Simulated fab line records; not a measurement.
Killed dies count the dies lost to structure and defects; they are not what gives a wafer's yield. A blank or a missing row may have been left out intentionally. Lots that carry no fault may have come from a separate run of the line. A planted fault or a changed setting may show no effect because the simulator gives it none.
fab line records -- flow sky130 -- part 1 of 2: steps 1 to 29 of 41
record lots=5, wafers=15, lastDay=50
route steps=708 shown VT_ADJUST_HVTP@88 VT_ADJUST_LVTN@97 VT_ADJUST_NCORE@119
lots that met no fault: taken from a fault-free run of the same line
startH: the number of hours between the record's first day and the start of the first shown wafer of the lot -- waitH: hours since the lot's step before -- " identical to the entry in the row above -- L1.1+2: a row that stands for several wafers -- - either no value or no given start -- * or withheld: withheld -- < > ~ a bound
route shown NAME@n: names a module that has steps shown in the file, with the first one's number in the route -- usual: mean and standard deviation over wafers with no fault -- same: alike in all rows -- chamber/n: place in a boat -- sites: per-site readings -- _std_site: their standard deviation -- _edge_site: the outer-site mean with the inner-site mean subtracted -- radiusMm: for every site, how far away it sits from the centre of the wafer -- mask NAME#n: copy n -- behind: the most recent tool/chamber to have shaped the wafer -- hold: why the lot went on hold/how many hours it stayed there/how the hold came to an end -- device: which transistor (n, p or np) failed to switch -- end of line: tests of these same wafers at the route's end -- where a step has no rows: the recipe by itself -- killed: count of dies lost to structure and defects at first sort (not the wafer's yield) -- map: dies across one wafer; x = killed, . = not, _ = none there
set.NAME: the setting that was run; set.NAME@STEP: the one run at that earlier step -- model.NAME: the simulator's own value behind a step, which no gauge read
certain route steps with their lots: each step a table, each wafer a row
services: the hour from which a tool's chamber was out of use, counted from the record's first day as startH (under 0 if before that day), plus the number of hours and why
## steps
# step SKY_VT_ADJUST_HVTP_SOFTBAKE_03
# recipe tempC=90, timeS=60, resist=NOVOLAK
# usual plateTempC=90.02/0.11
lot.wafer,tool,chamber,startH,waitH,plateTempC
L077.1,lithoTrack-02,0,132.83,0.1,89.99
L077.4,lithoTrack-02,0,132.83,0.1,90.09
L077.5,lithoTrack-02,0,132.83,0.1,90.16
L079.1,lithoTrack-03,0,144.55,0.1,89.95
L079.2,lithoTrack-03,0,144.55,0.1,90.13
L079.6,lithoTrack-03,0,144.55,0.1,90.18
L088.1,lithoTrack-04,0,201.75,0.1,89.99
L088.3,lithoTrack-04,0,201.75,0.1,90.03
L088.4,lithoTrack-04,0,201.75,0.1,89.97
L089.3,lithoTrack-02,0,204.33,0.1,90.09
L089.4,lithoTrack-02,0,204.33,0.1,90.13
L089.6,lithoTrack-02,0,204.33,0.1,90.34
L097.2,lithoTrack-02,0,258.26,0.1,89.91
L097.5,lithoTrack-02,0,258.26,0.1,89.97
L097.6,lithoTrack-02,0,258.26,0.1,90.02
# step SKY_VT_ADJUST_HVTP_EXPOSE_04
# recipe maskId=HVTPM, na=0.6, sourceShape=conventional, sigmaOuter=0.6, polarization=unpolarized, targetCdNm=380, doseMj=140
lot.wafer,tool,chamber,startH,waitH,mask
L077.1+4+5,ilineStepper-02,0,-,-,HVTPM#0
L079.1+2+6,ilineStepper-02,0,-,-,HVTPM#0
L088.1+3+4,ilineStepper-01,0,-,-,HVTPM#0
L089.3+4+6,ilineStepper-01,0,-,-,HVTPM#0
L097.2+5+6,ilineStepper-01,0,-,-,HVTPM#0
# step SKY_VT_ADJUST_HVTP_PEB_05
# recipe tempC=withheld, timeS=*, resist=NOVOLAK
lot.wafer,tool,chamber,startH,waitH
L077.1+4+5,lithoTrack-03,0,-,-
L079.1+2+6,lithoTrack-04,0,-,-
L088.1+3+4,lithoTrack-03,0,-,-
L089.3+4+6,lithoTrack-03,0,-,-
L097.2+5+6,lithoTrack-02,0,-,-
# step SKY_VT_ADJUST_HVTP_DEVELOP_06
# recipe resist=NOVOLAK, developer=TMAH, developTimeS=60, devTempC=23
lot.wafer,tool,chamber,startH,waitH
L077.1+4+5,lithoTrack-03,0,142.25,0.1
L079.1+2+6,lithoTrack-04,0,154.00,0.1
L088.1+3+4,lithoTrack-03,0,213.10,0.1
L089.3+4+6,lithoTrack-03,0,215.15,0.1
L097.2+5+6,lithoTrack-02,0,270.21,0.1
# step SKY_VT_ADJUST_HVTP_CD_MEAS_07
# recipe targetCdNm=380
# usual cdNm=380.3/2.7
lot.wafer,tool,chamber,startH,waitH,cdNm
L077.1,cdSem-01,-,142.40,0.1,379.9
L077.4,cdSem-01,-,142.40,0.1,379.3
L077.5,cdSem-01,-,142.40,0.1,379.0
L079.1,cdSem-02,-,154.15,0.1,379.3
L079.2,cdSem-02,-,154.15,0.1,379.3
L079.6,cdSem-02,-,154.15,0.1,377.4
L088.1,cdSem-01,-,213.25,0.1,382.1
L088.3,cdSem-01,-,213.25,0.1,381.4
L088.4,cdSem-01,-,213.25,0.1,379.3
L089.3,cdSem-02,-,215.29,0.1,384.6
L089.4,cdSem-02,-,215.29,0.1,382.1
L089.6,cdSem-02,-,215.29,0.1,381.5
L097.2,cdSem-01,-,270.35,0.1,379.7
L097.5,cdSem-01,-,270.35,0.1,382.0
L097.6,cdSem-01,-,270.35,0.1,381.1
# step SKY_VT_ADJUST_HVTP_OVL_MEAS_08
# usual VT_ADJUST_HVTP_OVL=-0.3/1.2
lot.wafer,tool,chamber,startH,waitH,VT_ADJUST_HVTP_OVL[nm]
L077.1,overlay-01,-,142.52,0.1,2.1
L077.4,overlay-01,-,142.52,0.1,-0.3
L077.5,overlay-01,-,142.52,0.1,1.9
L079.1,overlay-02,-,154.27,0.1,-2.2
L079.2,overlay-02,-,154.27,0.1,-1.1
L079.6,overlay-02,-,154.27,0.1,0.6
L088.1,overlay-02,-,213.37,0.1,-1.2
L088.3,overlay-02,-,213.37,0.1,-0.7
L088.4,overlay-02,-,213.37,0.1,-0.2
L089.3,overlay-01,-,215.38,0.1,1.3
L089.4,overlay-01,-,215.38,0.1,-0.7
L089.6,overlay-01,-,215.38,0.1,0.8
L097.2,overlay-01,-,270.46,0.1,-0.9
L097.5,overlay-01,-,270.46,0.1,-1.0
L097.6,overlay-01,-,270.46,0.1,-0.9
# step SKY_VT_ADJUST_HVTP_IMPLANT_09
# recipe species=As, energyKev=150, doseCm2=4.3e+12, tiltDeg=withheld
# usual beamOnS=9.97/0.19, faradayCurrentUA=24.3/0.47
lot.wafer,tool,chamber,startH,waitH,beamOnS,faradayCurrentUA
L077.1,implanter-01,0,142.55,0.0,9.67,25.0
L077.4,implanter-01,0,142.55,0.0,10.13,23.9
L077.5,implanter-01,0,142.55,0.0,10.10,23.9
L079.1,implanter-01,0,154.30,0.0,9.76,24.8
L079.2,implanter-01,0,154.30,0.0,10.25,23.6
L079.6,implanter-01,0,154.30,0.0,10.28,23.6
L088.1,implanter-01,0,213.40,0.0,10.04,24.1
L088.3,implanter-01,0,213.40,0.0,10.24,23.8
L088.4,implanter-01,0,213.40,0.0,10.17,23.9
L089.3,implanter-02,0,215.45,0.1,9.89,24.5
L089.4,implanter-02,0,215.45,0.1,9.88,24.5
L089.6,implanter-02,0,215.45,0.1,10.13,23.9
L097.2,implanter-04,0,270.51,0.0,9.54,25.3
L097.5,implanter-04,0,270.51,0.0,10.14,23.9
L097.6,implanter-04,0,270.51,0.0,10.02,24.2
# step SKY_VT_ADJUST_HVTP_STRIP_10
# recipe chemistry=O2/N2, powerW=1400, pressureMtorr=1500, platenTempC=withheld, o2FlowSccm=3000, n2FlowSccm=300, overashFraction=0.5
# usual drypumpMotorCurrentA=5.6/0.39, oesProductAu=0.716/0.0044, stripTimeToEndpointS=14.18/0.04
lot.wafer,tool,chamber,startH,waitH,drypumpMotorCurrentA,oesProductAu,rfHoursCounterH,stripTimeToEndpointS
L077.1,plasmaAsher-01,1,142.70,0.1,5.4,0.712,2,14.22
L077.4,plasmaAsher-01,0,142.70,0.1,5.9,0.718,-,14.23
L077.5,plasmaAsher-01,0,142.70,0.1,5.9,0.721,-,14.20
L079.1,plasmaAsher-03,1,154.45,0.1,5.9,0.719,35,14.19
L079.2,plasmaAsher-03,0,154.45,0.1,6.1,0.725,35,14.16
L079.6,plasmaAsher-03,0,154.45,0.1,6.1,0.710,-,14.11
L088.1,plasmaAsher-02,1,213.55,0.1,5.1,0.712,54,14.16
L088.3,plasmaAsher-02,0,213.55,0.1,5.2,0.716,-,14.13
L088.4,plasmaAsher-02,1,213.55,0.1,5.1,0.711,-,14.17
L089.3,plasmaAsher-03,1,215.59,0.1,6.0,0.716,-,14.17
L089.4,plasmaAsher-03,0,215.59,0.1,6.1,0.720,-,14.17
L089.6,plasmaAsher-03,1,215.59,0.1,5.9,0.714,-,14.18
L097.2,plasmaAsher-03,0,270.64,0.1,6.1,0.717,47,14.21
L097.5,plasmaAsher-03,1,270.64,0.1,6.0,0.714,-,14.18
L097.6,plasmaAsher-03,0,270.64,0.1,6.1,0.715,-,14.19
# step SKY_VT_ADJUST_HVTP_TW_MEAS_11
# usual VT_ADJUST_HVTP_TW=1355/11
lot.wafer,tool,chamber,startH,waitH,VT_ADJUST_HVTP_TW
L077.1,filmMetro-04,-,142.80,0.1,1334
L077.4,filmMetro-04,-,142.80,0.1,1330
L077.5,filmMetro-04,-,142.80,0.1,1335
L079.1,filmMetro-04,-,154.55,0.1,1339
L079.2,filmMetro-04,-,154.55,0.1,1338
L079.6,filmMetro-04,-,154.55,0.1,1326
L088.1,filmMetro-02,-,213.65,0.1,1360
L088.3,filmMetro-02,-,213.65,0.1,1353
L088.4,filmMetro-02,-,213.65,0.1,1358
L089.3,filmMetro-01,-,215.69,0.1,1370
L089.4,filmMetro-01,-,215.69,0.1,1363
L089.6,filmMetro-01,-,215.69,0.1,1371
L097.2,filmMetro-02,-,270.75,0.1,1356
L097.5,filmMetro-02,-,270.75,0.1,1355
L097.6,filmMetro-02,-,270.75,0.1,1348
# step SKY_VT_ADJUST_LVTN_DEHYDRATE_00
# recipe tempC=200, timeS=60
# usual plateTempC=200.02/0.16
lot.wafer,tool,chamber,startH,waitH,plateTempC
L077.1,lithoTrack-02,0,152.18,9.4,199.84
L077.4,lithoTrack-02,0,152.18,9.4,199.93
L077.5,lithoTrack-02,0,152.18,9.4,199.91
L079.1,lithoTrack-01,0,164.15,9.6,200.37
L079.2,lithoTrack-01,0,164.15,9.6,200.27
L079.6,lithoTrack-01,0,164.15,9.6,200.07
L088.1,lithoTrack-04,0,223.55,9.9,200.15
L088.3,lithoTrack-04,0,223.55,9.9,200.04
L088.4,lithoTrack-04,0,223.55,9.9,200.19
L089.3,lithoTrack-01,0,225.85,10.1,200.07
L089.4,lithoTrack-01,0,225.85,10.1,199.80
L089.6,lithoTrack-01,0,225.85,10.1,200.13
L097.2,lithoTrack-04,0,282.72,12.0,199.80
L097.5,lithoTrack-04,0,282.72,12.0,199.84
L097.6,lithoTrack-04,0,282.72,12.0,199.75
# step SKY_VT_ADJUST_LVTN_HMDS_01
# recipe primeTimeS=60, primeTempC=120
lot.wafer,tool,chamber,startH,waitH
L077.1+4+5,lithoTrack-02,0,152.33,0.1
L079.1+2+6,lithoTrack-01,0,164.30,0.1
L088.1+3+4,lithoTrack-04,0,223.70,0.1
L089.3+4+6,lithoTrack-01,0,226.00,0.1
L097.2+5+6,lithoTrack-04,0,282.87,0.1
# step SKY_VT_ADJUST_LVTN_COAT_02
# recipe spinRpm=2000, resistThkNm=3000
lot.wafer,tool,chamber,startH,waitH
L077.1+4+5,lithoTrack-02,0,152.48,0.1
L079.1+2+6,lithoTrack-01,0,164.45,0.1
L088.1+3+4,lithoTrack-04,0,223.85,0.1
L089.3+4+6,lithoTrack-01,0,226.15,0.1
L097.2+5+6,lithoTrack-04,0,283.02,0.1
# step SKY_VT_ADJUST_LVTN_SOFTBAKE_03
# recipe tempC=110, timeS=withheld
# usual plateTempC=110.03/0.13
lot.wafer,tool,chamber,startH,waitH,plateTempC
L077.1,lithoTrack-02,0,152.63,0.1,109.83
L077.4,lithoTrack-02,0,152.63,0.1,109.90
L077.5,lithoTrack-02,0,152.63,0.1,109.85
L079.1,lithoTrack-01,0,164.60,0.1,110.20
L079.2,lithoTrack-01,0,164.60,0.1,110.24
L079.6,lithoTrack-01,0,164.60,0.1,110.26
L088.1,lithoTrack-04,0,224.00,0.1,110.05
L088.3,lithoTrack-04,0,224.00,0.1,110.18
L088.4,lithoTrack-04,0,224.00,0.1,110.20
L089.3,lithoTrack-01,0,226.31,0.1,110.27
L089.4,lithoTrack-01,0,226.31,0.1,110.13
L089.6,lithoTrack-01,0,226.31,0.1,110.23
L097.2,lithoTrack-04,0,283.18,0.1,110.08
L097.5,lithoTrack-04,0,283.18,0.1,109.96
L097.6,lithoTrack-04,0,283.18,0.1,110.12
# step SKY_VT_ADJUST_LVTN_EXPOSE_04
# recipe maskId=NWM_COMPLEMENT_LESS_NATIVE, na=0.6, sourceShape=conventional, sigmaOuter=0.6, polarization=unpolarized, targetCdNm=840, doseMj=194
lot.wafer,tool,chamber,startH,waitH,mask
L077.1+4+5,ilineStepper-02,0,-,-,NWM_COMPLEMENT_LESS_NATIVE#0
L079.1+2+6,ilineStepper-01,0,-,-,NWM_COMPLEMENT_LESS_NATIVE#0
L088.1+3+4,ilineStepper-02,0,-,-,NWM_COMPLEMENT_LESS_NATIVE#0
L089.3+4+6,ilineStepper-02,0,-,-,NWM_COMPLEMENT_LESS_NATIVE#0
L097.2+5+6,ilineStepper-01,0,-,-,NWM_COMPLEMENT_LESS_NATIVE#0
# step SKY_VT_ADJUST_LVTN_PEB_05
# recipe tempC=115, timeS=withheld
# usual plateTempC=115.01/0.13
lot.wafer,tool,chamber,startH,waitH,plateTempC
L077.1,lithoTrack-02,0,-,-,115.09
L077.4,lithoTrack-02,0,-,-,115.17
L077.5,lithoTrack-02,0,-,-,115.13
L079.1,lithoTrack-04,0,-,-,115.05
L079.2,lithoTrack-04,0,-,-,115.00
L079.6,lithoTrack-04,0,-,-,114.91
L088.1,lithoTrack-01,0,-,-,115.15
L088.3,lithoTrack-01,0,-,-,115.21
L088.4,lithoTrack-01,0,-,-,115.20
L089.3,lithoTrack-01,0,-,-,115.15
L089.4,lithoTrack-01,0,-,-,114.92
L089.6,lithoTrack-01,0,-,-,114.94
L097.2,lithoTrack-04,0,-,-,115.04
L097.5,lithoTrack-04,0,-,-,115.07
L097.6,lithoTrack-04,0,-,-,115.22
# step SKY_VT_ADJUST_LVTN_DEVELOP_06
# recipe wallAngleDeg=90, developer=TMAH, developTimeS=60, devTempC=23
lot.wafer,tool,chamber,startH,waitH
L077.1+4+5,lithoTrack-02,0,-,-
L079.1+2+6,lithoTrack-04,0,-,-
L088.1+3+4,lithoTrack-01,0,-,-
L089.3+4+6,lithoTrack-01,0,-,-
L097.2+5+6,lithoTrack-04,0,-,-
# step SKY_VT_ADJUST_LVTN_OVL_MEAS_07
# usual VT_ADJUST_LVTN_OVL=-0.6/1.3
lot.wafer,tool,chamber,startH,waitH,VT_ADJUST_LVTN_OVL[nm]
L077.1,overlay-02,-,162.38,-,-0.3
L077.4,overlay-02,-,162.38,-,-1.8
L077.5,overlay-02,-,162.38,-,-0.3
L079.1,overlay-02,-,174.10,-,-2.8
L079.2,overlay-02,-,174.10,-,-1.6
L079.6,overlay-02,-,174.10,-,-3.1
L088.1,overlay-02,-,236.15,-,0.5
L088.3,overlay-02,-,236.15,-,0.2
L088.4,overlay-02,-,236.15,-,-0.9
L089.3,overlay-02,-,238.06,-,1.3
L089.4,overlay-02,-,238.06,-,1.5
L089.6,overlay-02,-,238.06,-,-0.4
L097.2,overlay-01,-,295.85,-,0.2
L097.5,overlay-01,-,295.85,-,-0.4
L097.6,overlay-01,-,295.85,-,0.0
# step SKY_VT_ADJUST_LVTN_IMPLANT_08
# recipe species=B, energyKev=30, doseCm2=1.57e+12, tiltDeg=withheld
# usual beamOnS=10.02/0.22, faradayCurrentUA=8.84/0.19
lot.wafer,tool,chamber,startH,waitH,beamOnS,faradayCurrentUA
L077.1,implanter-04,0,162.42,0.0,9.99,8.86
L077.4,implanter-04,0,162.42,0.0,10.33,8.59
L077.5,implanter-04,0,162.42,0.0,9.83,8.96
L079.1,implanter-02,0,174.13,0.0,9.68,9.10
L079.2,implanter-02,0,174.13,0.0,9.97,8.90
L079.6,implanter-02,0,174.13,0.0,9.88,8.94
L088.1,implanter-03,0,236.18,0.0,9.85,8.98
L088.3,implanter-03,0,236.18,0.0,10.08,8.75
L088.4,implanter-03,0,236.18,0.0,10.24,8.67
L089.3,implanter-02,0,238.13,0.1,10.00,8.87
L089.4,implanter-02,0,238.13,0.1,10.17,8.69
L089.6,implanter-02,0,238.13,0.1,10.05,8.81
L097.2,implanter-02,0,295.91,0.0,9.94,8.91
L097.5,implanter-02,0,295.91,0.0,9.84,8.99
L097.6,implanter-02,0,295.91,0.0,9.96,8.92
# step SKY_VT_ADJUST_LVTN_STRIP_09
# recipe chemistry=O2/N2, powerW=1400, pressureMtorr=1500, platenTempC=withheld, o2FlowSccm=3000, n2FlowSccm=300, overashFraction=0.5
# usual drypumpMotorCurrentA=5.7/0.49, oesProductAu=0.723/0.0046, stripTimeToEndpointS=36.93/0.093
lot.wafer,tool,chamber,startH,waitH,drypumpMotorCurrentA,oesProductAu,rfHoursCounterH,stripTimeToEndpointS
L077.1,plasmaAsher-03,1,162.57,0.1,6.0,0.722,36,36.91
L077.4,plasmaAsher-03,1,162.57,0.1,6.0,0.723,-,37.12
L077.5,plasmaAsher-03,1,162.57,0.1,6.0,0.728,-,36.96
L079.1,plasmaAsher-04,1,174.28,0.1,6.1,0.718,46,36.98
L079.2,plasmaAsher-04,0,174.28,0.1,4.8,0.730,46,36.96
L079.6,plasmaAsher-04,1,174.28,0.1,6.1,0.722,-,37.07
L088.1,plasmaAsher-02,0,236.33,0.1,5.2,0.724,56,37.06
L088.3,plasmaAsher-02,0,236.33,0.1,5.2,0.729,-,36.98
L088.4,plasmaAsher-02,1,236.33,0.1,5.1,0.729,-,37.04
L089.3,plasmaAsher-03,1,238.27,0.1,6.0,0.728,-,36.93
L089.4,plasmaAsher-03,0,238.27,0.1,6.1,0.719,-,36.98
L089.6,plasmaAsher-03,0,238.27,0.1,6.1,0.721,-,36.82
L097.2,plasmaAsher-04,0,296.03,0.1,4.8,0.710,54,36.93
L097.5,plasmaAsher-04,1,296.03,0.1,6.1,0.725,-,36.99
L097.6,plasmaAsher-04,0,296.03,0.1,4.8,0.724,-,36.90
# step SKY_VT_ADJUST_LVTN_TW_MEAS_10
# usual VT_ADJUST_LVTN_TW=241.4/2.4
lot.wafer,tool,chamber,startH,waitH,VT_ADJUST_LVTN_TW
L077.1,filmMetro-02,-,162.67,0.1,240.3
L077.4,filmMetro-02,-,162.67,0.1,241.7
L077.5,filmMetro-02,-,162.67,0.1,240.0
L079.1,filmMetro-01,-,174.38,0.1,243.3
L079.2,filmMetro-01,-,174.38,0.1,244.2
L079.6,filmMetro-01,-,174.38,0.1,243.6
L088.1,filmMetro-01,-,236.43,0.1,241.3
L088.3,filmMetro-01,-,236.43,0.1,240.0
L088.4,filmMetro-01,-,236.43,0.1,241.3
L089.3,filmMetro-01,-,238.35,0.1,241.1
L089.4,filmMetro-01,-,238.35,0.1,240.1
L089.6,filmMetro-01,-,238.35,0.1,240.5
L097.2,filmMetro-01,-,296.14,0.1,241.1
L097.5,filmMetro-01,-,296.14,0.1,241.7
L097.6,filmMetro-01,-,296.14,0.1,240.8
# step SKY_VT_ADJUST_LVTN_DEHYDRATE_11
# recipe tempC=200, timeS=60
# usual plateTempC=199.98/0.16
lot.wafer,tool,chamber,startH,waitH,plateTempC
L077.1,lithoTrack-02,0,172.03,9.4,199.92
L077.4,lithoTrack-02,0,172.03,9.4,199.87
L077.5,lithoTrack-02,0,172.03,9.4,199.97
L079.1,lithoTrack-04,0,184.50,10.1,199.89
L079.2,lithoTrack-04,0,184.50,10.1,200.08
L079.6,lithoTrack-04,0,184.50,10.1,200.04
L088.1,lithoTrack-04,0,247.20,10.8,200.15
L088.3,lithoTrack-04,0,247.20,10.8,200.37
L088.4,lithoTrack-04,0,247.20,10.8,200.34
L089.3,lithoTrack-04,0,249.05,10.7,199.47
L089.4,lithoTrack-04,0,249.05,10.7,199.88
L089.6,lithoTrack-04,0,249.05,10.7,199.84
L097.2,lithoTrack-02,0,308.61,12.5,199.92
L097.5,lithoTrack-02,0,308.61,12.5,199.94
L097.6,lithoTrack-02,0,308.61,12.5,199.98
# step SKY_VT_ADJUST_LVTN_HMDS_12
# recipe primeTimeS=60, primeTempC=120
lot.wafer,tool,chamber,startH,waitH
L077.1+4+5,lithoTrack-02,0,172.18,0.1
L079.1+2+6,lithoTrack-04,0,184.65,0.1
L088.1+3+4,lithoTrack-04,0,247.35,0.1
L089.3+4+6,lithoTrack-04,0,249.20,0.1
L097.2+5+6,lithoTrack-02,0,308.76,0.1
# step SKY_VT_ADJUST_LVTN_COAT_13
# recipe resist=NOVOLAK, spinRpm=3000, resistThkNm=1140
lot.wafer,tool,chamber,startH,waitH
L077.1+4+5,lithoTrack-02,0,172.33,0.1
L079.1+2+6,lithoTrack-04,0,184.80,0.1
L088.1+3+4,lithoTrack-04,0,247.50,0.1
L089.3+4+6,lithoTrack-04,0,249.35,0.1
L097.2+5+6,lithoTrack-02,0,308.91,0.1
# step SKY_VT_ADJUST_LVTN_SOFTBAKE_14
# recipe tempC=90, timeS=60, resist=NOVOLAK
# usual plateTempC=89.99/0.13
lot.wafer,tool,chamber,startH,waitH,plateTempC
L077.1,lithoTrack-02,0,172.48,0.1,90.15
L077.4,lithoTrack-02,0,172.48,0.1,90.11
L077.5,lithoTrack-02,0,172.48,0.1,90.08
L079.1,lithoTrack-04,0,184.95,0.1,90.11
L079.2,lithoTrack-04,0,184.95,0.1,90.03
L079.6,lithoTrack-04,0,184.95,0.1,89.94
L088.1,lithoTrack-04,0,247.65,0.1,90.07
L088.3,lithoTrack-04,0,247.65,0.1,89.81
L088.4,lithoTrack-04,0,247.65,0.1,89.87
L089.3,lithoTrack-04,0,249.50,0.1,89.80
L089.4,lithoTrack-04,0,249.50,0.1,89.87
L089.6,lithoTrack-04,0,249.50,0.1,89.69
L097.2,lithoTrack-02,0,309.06,0.1,90.04
L097.5,lithoTrack-02,0,309.06,0.1,90.03
L097.6,lithoTrack-02,0,309.06,0.1,90.14
# step SKY_VT_ADJUST_LVTN_EXPOSE_15
# recipe maskId=HVN_STD_DERIVED, na=0.6, sourceShape=conventional, sigmaOuter=0.6, polarization=unpolarized, targetCdNm=600, doseMj=163
lot.wafer,tool,chamber,startH,waitH,mask
L077.1+4+5,ilineStepper-01,0,-,-,HVN_STD_DERIVED#0
L079.1+2+6,ilineStepper-02,0,-,-,HVN_STD_DERIVED#0
L088.1+3+4,ilineStepper-02,0,-,-,HVN_STD_DERIVED#0
L089.3+4+6,ilineStepper-02,0,-,-,HVN_STD_DERIVED#0
L097.2+5+6,ilineStepper-01,0,-,-,HVN_STD_DERIVED#0
# step SKY_VT_ADJUST_LVTN_PEB_16
# recipe tempC=withheld, timeS=*, resist=NOVOLAK
lot.wafer,tool,chamber,startH,waitH
L077.1+4+5,lithoTrack-04,0,-,-
L079.1+2+6,lithoTrack-02,0,-,-
L088.1+3+4,lithoTrack-01,0,-,-
L089.3+4+6,lithoTrack-01,0,-,-
L097.2+5+6,lithoTrack-04,0,-,-
# step SKY_VT_ADJUST_LVTN_DEVELOP_17
# recipe resist=NOVOLAK, developer=TMAH, developTimeS=60, devTempC=23
lot.wafer,tool,chamber,startH,waitH
L077.1+4+5,lithoTrack-04,0,182.55,0.1
L079.1+2+6,lithoTrack-02,0,195.68,0.1
L088.1+3+4,lithoTrack-01,0,259.30,0.1
L089.3+4+6,lithoTrack-01,0,261.75,0.1
L097.2+5+6,lithoTrack-04,0,322.02,0.1
# step SKY_VT_ADJUST_LVTN_OVL_MEAS_18
# usual VT_ADJUST_LVTN_01_OVL=1.0/1.2
lot.wafer,tool,chamber,startH,waitH,VT_ADJUST_LVTN_01_OVL[nm]
L077.1,overlay-02,-,182.70,0.1,0.0
L077.4,overlay-02,-,182.70,0.1,0.9
L077.5,overlay-02,-,182.70,0.1,-0.9
L079.1,overlay-02,-,195.83,0.1,2.5
L079.2,overlay-02,-,195.83,0.1,1.1
L079.6,overlay-02,-,195.83,0.1,3.4
L088.1,overlay-02,-,259.45,0.1,0.4
L088.3,overlay-02,-,259.45,0.1,0.8
L088.4,overlay-02,-,259.45,0.1,-0.4
L089.3,overlay-02,-,261.86,0.1,3.0
L089.4,overlay-02,-,261.86,0.1,2.1
L089.6,overlay-02,-,261.86,0.1,3.2
L097.2,overlay-01,-,322.15,0.1,2.3
L097.5,overlay-01,-,322.15,0.1,2.5
L097.6,overlay-01,-,322.15,0.1,3.2
# step SKY_VT_ADJUST_LVTN_IMPLANT_19
# recipe species=B, energyKev=30, doseCm2=6.5e+11, tiltDeg=withheld
# usual beamOnS=10.02/0.19, faradayCurrentUA=3.66/0.072
lot.wafer,tool,chamber,startH,waitH,beamOnS,faradayCurrentUA
L077.1,implanter-03,0,182.73,0.0,10.03,3.66
L077.4,implanter-03,0,182.73,0.0,10.07,3.63
L077.5,implanter-03,0,182.73,0.0,9.93,3.71
L079.1,implanter-03,0,195.87,0.0,10.32,3.57
L079.2,implanter-03,0,195.87,0.0,10.29,3.54
L079.6,implanter-03,0,195.87,0.0,9.44,3.88
L088.1,implanter-04,0,259.48,0.0,9.91,3.68
L088.3,implanter-04,0,259.48,0.0,10.18,3.59
L088.4,implanter-04,0,259.48,0.0,9.94,3.69
L089.3,implanter-02,0,261.93,0.1,10.17,3.59
L089.4,implanter-02,0,261.93,0.1,10.30,3.55
L089.6,implanter-02,0,261.93,0.1,9.96,3.67
L097.2,implanter-04,0,322.21,0.0,10.49,3.49
L097.5,implanter-04,0,322.21,0.0,10.08,3.63
L097.6,implanter-04,0,322.21,0.0,10.05,3.66
